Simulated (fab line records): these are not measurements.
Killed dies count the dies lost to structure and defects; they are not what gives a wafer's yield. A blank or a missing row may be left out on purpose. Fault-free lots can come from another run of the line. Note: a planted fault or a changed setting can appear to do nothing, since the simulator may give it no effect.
fab line records | flow gf180mcu
record: lots: 6 | wafers: 18 | lastDay: 34
route steps=602 shown TOP_METAL@571
lots with no fault: from the same line, run without faults
startH: hours from the record's first day to the start of the lot's first wafer shown | waitH: time in hours since the lot's previous step | " unchanged from the row above | L1.1+2: several wafers, shown together as one row | - value missing, or start not given | * or withheld: withheld | < > ~ a bound
route shown NAME@n: names a module that has steps shown in the file, with the first one's number in the route | usual: average and standard deviation across the fault-free wafers | same: alike in all rows | chamber/n: place in a boat | sites: readings site by site | _std_site: their standard deviation | _edge_site: outer sites' mean less inner sites' | radiusMm: how far each site lies from the wafer's centre | mask NAME#n: copy n | behind: tool/chamber where the wafer was last shaped | hold: why the lot went on hold/how many hours it stayed there/how the hold came to an end | device: the n, p or np transistor that did not switch | end of line: the route-end tests of the same wafers | a step with no rows: only its recipe | killed: count of dies lost to structure and defects at first sort (not the wafer's yield) | map: dies across one wafer; x = killed, . = not, _ = none there
set.NAME: the run value of the setting; set.NAME@STEP: its run value at that earlier step | model.NAME: the simulator's own value behind a step, which no gauge read
lots seen at some steps along the route; tables by step, rows by wafer
services: the hour from which a tool's chamber was out of use, counted from the record's first day as startH (under 0 if before that day), plus the number of hours and why
== steps ==
step: GF_TOP_METAL_SPUTTER_04
recipe: material: TiN | targetThkNm: 25 | powerW: 6500 | timeS: 20.8 | chamberPressurePa: 0.4
usual: cathodeDcPowerW: 6499.9/1.2 | throttleValvePct: 29.5/1.3
lot.wafer | tool          | chamber | startH | waitH | cathodeDcPowerW | throttleValvePct
L574.2    | pvdSputter-04 | -       | 669.89 | 0.0   | 6501.0          | 30.0
L574.3    | "             | -       | "      | "     | 6502.0          | 28.1
L574.5    | "             | -       | "      | "     | 6500.2          | 30.6
L576.1    | pvdSputter-02 | -       | 682.18 | 0.0   | 6500.4          | 28.7
L576.2    | "             | -       | "      | "     | 6499.1          | 26.4
L576.6    | "             | -       | "      | "     | 6499.2          | 26.6
L578.1    | pvdSputter-04 | -       | 700.23 | 0.0   | 6500.4          | 29.6
L578.3    | "             | -       | "      | "     | 6499.2          | 28.3
L578.6    | "             | -       | "      | "     | 6500.6          | 28.3
L586.2    | pvdSputter-01 | -       | 756.69 | 0.0   | 6501.4          | 29.6
L586.3    | "             | -       | "      | "     | 6501.7          | 31.1
L586.4    | "             | -       | "      | "     | 6498.6          | 29.7
L589.3    | pvdSputter-02 | -       | 764.58 | 0.0   | 6498.6          | 29.7
L589.4    | "             | -       | "      | "     | 6499.9          | 30.0
L589.5    | "             | -       | "      | "     | 6500.0          | 26.3
L591.3    | pvdSputter-02 | -       | 778.58 | 0.0   | 6502.1          | 29.9
L591.4    | "             | -       | "      | "     | 6502.1          | 26.3
L591.5    | "             | -       | "      | "     | 6500.7          | 30.4
step: GF_TOP_METAL_RS_MEAS_05
recipe: thkMeasGauge: four-point-probe | reads: TiN_of_TOP_METAL_SPUTTER_04+Ti_of_TOP_METAL_SPUTTER_03+AlCu_of_TOP_METAL_SPUTTER_02+TiN_of_TOP_METAL_SPUTTER_01+Ti_of_TOP_METAL_SPUTTER_00
usual: TOP_METAL_ALCU_RS: 0.0330/0.00048
lot.wafer | tool         | chamber | startH | waitH | TOP_METAL_ALCU_RS[ohm/sq]
L574.2    | filmMetro-04 | -       | 669.94 | 0.0   | 0.0334
L574.3    | "            | -       | "      | "     | 0.0332
L574.5    | "            | -       | "      | "     | 0.0331
L576.1    | filmMetro-01 | -       | 682.21 | 0.0   | 0.0332
L576.2    | "            | -       | "      | "     | 0.0333
L576.6    | "            | -       | "      | "     | 0.0330
L578.1    | filmMetro-02 | -       | 700.25 | 0.0   | 0.0326
L578.3    | "            | -       | "      | "     | 0.0327
L578.6    | "            | -       | "      | "     | 0.0329
L586.2    | filmMetro-02 | -       | 756.74 | 0.0   | 0.0326
L586.3    | "            | -       | "      | "     | 0.0328
L586.4    | "            | -       | "      | "     | 0.0336
L589.3    | filmMetro-02 | -       | 764.65 | 0.1   | 0.0327
L589.4    | "            | -       | "      | "     | 0.0322
L589.5    | "            | -       | "      | "     | 0.0326
L591.3    | filmMetro-01 | -       | 778.65 | 0.1   | 0.0333
L591.4    | "            | -       | "      | "     | 0.0332
L591.5    | "            | -       | "      | "     | 0.0338
step: GF_TOP_METAL_THK_MEAS_06
recipe: thkMeasGauge: xrf | reads: AlCu_of_TOP_METAL_SPUTTER_02
usual: TOP_METAL_ALCU_THK: 886/14
lot.wafer | tool         | chamber | startH | waitH | TOP_METAL_ALCU_THK[nm]
L574.2    | filmMetro-04 | -       | 670.05 | 0.1   | 886
L574.3    | "            | -       | "      | "     | 884
L574.5    | "            | -       | "      | "     | 894
L576.1    | filmMetro-01 | -       | 682.33 | 0.1   | 887
L576.2    | "            | -       | "      | "     | 881
L576.6    | "            | -       | "      | "     | 892
L578.1    | filmMetro-02 | -       | 700.37 | 0.1   | 893
L578.3    | "            | -       | "      | "     | 882
L578.6    | "            | -       | "      | "     | 879
L586.2    | filmMetro-02 | -       | 756.85 | 0.1   | 891
L586.3    | "            | -       | "      | "     | 890
L586.4    | "            | -       | "      | "     | 863
L589.3    | filmMetro-02 | -       | 764.75 | 0.1   | 892
L589.4    | "            | -       | "      | "     | 904
L589.5    | "            | -       | "      | "     | 892
L591.3    | filmMetro-01 | -       | 778.75 | 0.1   | 878
L591.4    | "            | -       | "      | "     | 881
L591.5    | "            | -       | "      | "     | 862
step: GF_TOP_METAL_DEHYDRATE_07
recipe: tempC: 200 | timeS: 60
step: GF_TOP_METAL_HMDS_08
recipe: primeTimeS: 60 | primeTempC: 120
step: GF_TOP_METAL_COAT_09
recipe: resist: NOVOLAK | spinRpm: 3000 | resistThkNm: 1500
step: GF_TOP_METAL_SOFTBAKE_10
recipe: tempC: 90 | timeS: 60 | resist: NOVOLAK
step: GF_TOP_METAL_EXPOSE_11
recipe: maskId: MetalTop | targetCdNm: 440 | na: 0.6 | sourceShape: conventional | sigmaOuter: 0.6 | doseMj: 170
step: GF_TOP_METAL_PEB_12
recipe: tempC: withheld | timeS: * | resist: NOVOLAK
step: GF_TOP_METAL_DEVELOP_13
recipe: developTimeS: 60 | devTempC: 23.44
step: GF_TOP_METAL_CD_MEAS_14
recipe: targetCdNm: 440
usual: cdNm: 440.5/1.9
lot.wafer | tool     | chamber | startH | waitH | cdNm
L574.2    | cdSem-02 | -       | 689.34 | 0.1   | 440.5
L574.3    | "        | -       | "      | "     | 436.8
L574.5    | "        | -       | "      | "     | 438.8
L576.1    | cdSem-02 | -       | 700.55 | 0.1   | 439.6
L576.2    | "        | -       | "      | "     | 440.4
L576.6    | "        | -       | "      | "     | 438.7
L578.1    | cdSem-01 | -       | 718.42 | 0.1   | 440.0
L578.3    | "        | -       | "      | "     | 440.2
L578.6    | "        | -       | "      | "     | 440.7
L586.2    | cdSem-02 | -       | 772.89 | 0.1   | 437.6
L586.3    | "        | -       | "      | "     | 438.4
L586.4    | "        | -       | "      | "     | 439.2
L589.3    | cdSem-02 | -       | 780.06 | 0.1   | 440.7
L589.4    | "        | -       | "      | "     | 440.5
L589.5    | "        | -       | "      | "     | 440.4
L591.3    | cdSem-01 | -       | 794.06 | 0.1   | 439.7
L591.4    | "        | -       | "      | "     | 437.6
L591.5    | "        | -       | "      | "     | 440.1
step: GF_TOP_METAL_OVL_MEAS_15
usual: TOP_METAL_OVL: 0.3/1.3
lot.wafer | tool       | chamber | startH | waitH | TOP_METAL_OVL[nm]
L574.2    | overlay-01 | -       | 689.45 | 0.1   | -0.6
L574.3    | "          | -       | "      | "     | 0.6
L574.5    | "          | -       | "      | "     | 3.3
L576.1    | overlay-02 | -       | 700.67 | 0.1   | 0.1
L576.2    | "          | -       | "      | "     | 1.1
L576.6    | "          | -       | "      | "     | 0.2
L578.1    | overlay-02 | -       | 718.54 | 0.1   | -1.3
L578.3    | "          | -       | "      | "     | 0.4
L578.6    | "          | -       | "      | "     | -0.1
L586.2    | overlay-02 | -       | 772.99 | 0.1   | 1.8
L586.3    | "          | -       | "      | "     | 0.5
L586.4    | "          | -       | "      | "     | 1.2
L589.3    | overlay-02 | -       | 780.16 | 0.1   | -1.0
L589.4    | "          | -       | "      | "     | -1.1
L589.5    | "          | -       | "      | "     | -0.1
L591.3    | overlay-02 | -       | 794.15 | 0.1   | -1.5
L591.4    | "          | -       | "      | "     | -1.3
L591.5    | "          | -       | "      | "     | -1.8
step: GF_TOP_METAL_METAL_ETCH_16
recipe: chemistry: Cl2/BCl3 | maskMaterial: NOVOLAK | targetDepthNm: 1197 | stopOn: SiO2 | pressureMtorr: 8 | icpW: 800 | biasW: 140 | Cl2_flow_sccm: 80 | bcl3FlowSccm: 40 | timeS: 199.5
usual: drypumpMotorCurrentA: 5.5/0.5 | oesProductAu: 0.990/0.0061 | throttleValvePct: 28.230/0.0087
lot.wafer | tool        | chamber | startH | waitH | drypumpMotorCurrentA | oesProductAu | rfHoursCounterH | throttleValvePct | model.NOVOLAK_of_TOP_METAL_COAT_09.thkNm
L574.2    | rieMetal-04 | 1       | 689.48 | 0.0   | 6.3                  | 0.984        | 1               | 28.222           | 1029
L574.3    | "           | 0       | "      | "     | 5.5                  | 0.989        | -               | 28.234           | 1024
L574.5    | "           | 1       | "      | "     | 6.2                  | 0.986        | -               | 28.232           | 1028
L576.1    | rieMetal-04 | 1       | 700.71 | 0.0   | 6.3                  | 0.823        | 2               | 28.411           | 1156
L576.2    | "           | 0       | "      | "     | 5.5                  | 0.826        | 7               | 28.404           | 1161
L576.6    | "           | 0       | "      | "     | 5.5                  | 0.822        | -               | 28.420           | 1160
L578.1    | rieMetal-04 | 0       | 718.58 | 0.0   | 5.5                  | 0.827        | 7               | 28.408           | 1160
L578.3    | "           | 1       | "      | "     | 6.3                  | 0.836        | -               | 28.399           | 1155
L578.6    | "           | 0       | "      | "     | 5.5                  | 0.821        | -               | 28.412           | 1154
L586.2    | rieMetal-03 | 0       | 773.02 | 0.0   | 4.7                  | 0.991        | 16              | 28.214           | 1021
L586.3    | "           | 0       | "      | "     | 4.7                  | 0.987        | -               | 28.236           | 1023
L586.4    | "           | 1       | "      | "     | 5.9                  | 0.996        | -               | 28.242           | 1020
L589.3    | rieMetal-03 | 1       | 780.24 | 0.1   | 5.9                  | 0.992        | -               | 28.236           | 1026
L589.4    | "           | 0       | "      | "     | 4.7                  | 0.990        | -               | 28.233           | 1030
L589.5    | "           | 0       | "      | "     | 4.7                  | 0.976        | -               | 28.238           | 1033
L591.3    | rieMetal-02 | 1       | 794.24 | 0.1   | 5.3                  | 0.992        | -               | 28.228           | 1013
L591.4    | "           | 0       | "      | "     | 5.3                  | 1.002        | -               | 28.238           | 1003
L591.5    | "           | 0       | "      | "     | 5.3                  | 0.995        | -               | 28.216           | 1004
step: GF_TOP_METAL_STRIP_17
recipe: chemistry: O2/N2 | powerW: 1400 | pressureMtorr: 1500 | platenTempC: 250 | o2FlowSccm: 3000 | n2FlowSccm: 300 | overashFraction: 0.5
usual: drypumpMotorCurrentA: 5.5/0.77 | heaterPowerW: 294/22 | oesProductAu: 0.710/0.0045 | stripTimeToEndpointS: 12.92/0.08
same: overashFraction: 0.5
lot.wafer | tool           | chamber | startH | waitH | drypumpMotorCurrentA | heaterPowerW | oesProductAu | rfHoursCounterH | stripTimeToEndpointS
L574.2    | plasmaAsher-04 | 0       | 689.67 | 0.1   | 4.7                  | 316          | 0.713        | 106             | 12.99
L574.3    | "              | 0       | "      | "     | 4.7                  | 316          | 0.704        | -               | 12.95
L574.5    | "              | 0       | "      | "     | 4.7                  | 319          | 0.711        | -               | 13.00
L576.1    | plasmaAsher-02 | 0       | 700.90 | 0.1   | 4.8                  | 309          | 0.706        | 62              | 14.43
L576.2    | "              | 1       | "      | "     | 6.5                  | 270          | 0.709        | 62              | 14.50
L576.6    | "              | 0       | "      | "     | 4.8                  | 301          | 0.715        | -               | 14.48
L578.1    | plasmaAsher-02 | 0       | 718.77 | 0.1   | 4.8                  | 301          | 0.704        | 64              | 14.49
L578.3    | "              | 1       | "      | "     | 6.6                  | 265          | 0.710        | -               | 14.42
L578.6    | "              | 1       | "      | "     | 6.6                  | 258          | 0.703        | -               | 14.39
L586.2    | plasmaAsher-04 | 0       | 773.22 | 0.1   | 4.7                  | 315          | 0.701        | 3               | 12.91
L586.3    | "              | 1       | "      | "     | 5.1                  | 261          | 0.712        | -               | 12.93
L586.4    | "              | 0       | "      | "     | 4.7                  | 310          | 0.708        | -               | 12.89
L589.3    | plasmaAsher-01 | 1       | 780.40 | 0.1   | 4.9                  | 289          | 0.712        | -               | 12.96
L589.4    | "              | 0       | "      | "     | 6.3                  | 310          | 0.713        | -               | 13.01
L589.5    | "              | 1       | "      | "     | 4.9                  | 281          | 0.711        | -               | 13.05
L591.3    | plasmaAsher-02 | 1       | 794.40 | 0.1   | 6.6                  | 262          | 0.712        | -               | 12.83
L591.4    | "              | 0       | "      | "     | 4.8                  | 309          | 0.707        | -               | 12.77
L591.5    | "              | 1       | "      | "     | 6.6                  | 268          | 0.707        | -               | 12.77
step: GF_TOP_METAL_STRIP_18
recipe: chemistry: postEtchResidueRemover | timeS: 1200 | tempC: 72.5
== services ==
tool           | chamber | startH | hours | kind
rieMetal-02    | -       | 655.94 | 0.7   | repair
pvdSputter-02  | 0       | 660.62 | -     | consumableReplace:kit
pvdSputter-02  | 0       | 660.62 | 18.0  | scheduledDown
pvdSputter-02  | 0       | 660.62 | 18.0  | ventCycle
pvdSputter-01  | 3       | 660.81 | -     | consumableReplace:kit
pvdSputter-01  | 3       | 660.81 | 18.0  | scheduledDown
plasmaAsher-01 | -       | 688.89 | 3.6   | repair
rieMetal-02    | -       | 715.50 | 0.4   | repair
plasmaAsher-04 | -       | 733.75 | 9.0   | pm
plasmaAsher-04 | 0       | 733.75 | 9.0   | ventCycle
plasmaAsher-04 | 1       | 733.75 | 9.0   | ventCycle
pvdSputter-04  | -       | 740.65 | 11.0  | repair
plasmaAsher-04 | 0       | 742.75 | -     | clean
plasmaAsher-04 | 1       | 742.75 | -     | clean
rieMetal-04    | -       | 750.04 | 0.7   | repair
plasmaAsher-02 | -       | 755.86 | 1.3   | repair
pvdSputter-04  | 0       | 756.88 | -     | consumableReplace:kit
pvdSputter-04  | 0       | 756.88 | 18.0  | scheduledDown
pvdSputter-04  | 0       | 756.88 | 18.0  | ventCycle
pvdSputter-02  | 3       | 759.14 | -     | consumableReplace:kit
pvdSputter-02  | 3       | 759.14 | 18.0  | scheduledDown
pvdSputter-02  | 3       | 759.14 | 18.0  | ventCycle
rieMetal-02    | -       | 775.73 | 2.8   | pm
pvdSputter-04  | -       | 786.01 | 2.4   | repair
== key ==
firstSign: step: GF_TOP_METAL_METAL_ETCH_16 | reading: oesProductAu | direction: down | sigmas: 27 | usual: 0.990 | struck: 0.826
effect: step: GF_TOP_METAL_METAL_ETCH_16 | reading: throttleValvePct | direction: up | sigmas: 20 | usual: 28.230 | struck: 28.409
effect: step: GF_TOP_METAL_STRIP_17 | reading: stripTimeToEndpointS | direction: up | sigmas: 19 | usual: * | struck: *
modelEffect: step: GF_TOP_METAL_METAL_ETCH_16 | value: NOVOLAK_of_TOP_METAL_COAT_09.thkNm | without: 1026 | struck: 1158
metAt GF_TOP_METAL_METAL_ETCH_16
struckWafers L576.1,L576.2,L576.6,L578.1,L578.3,L578.6
laterRowsLeftOut L576.1,L576.2,L576.6,L578.1,L578.3,L578.6
sortLeftOut L576.1,L576.2,L576.6,L578.1,L578.3,L578.6
onsetBetween 689.48 700.71
fault: kind: processParameterDrift | tool: rieMetal-04 | chamber: - | onsetH: 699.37 | steps: GF_TOP_METAL_METAL_ETCH_16 | channel: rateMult | offset: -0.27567 | shape: step | endH: 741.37
sortLeftOut: the simulated sort isn't trusted on such a fault, so these wafers' sort isn't shown, and their yield isn't known
laterRowsLeftOut: the simulator's readings of these wafers behind a module that went badly wrong aren't trusted and aren't shown, but for the sort
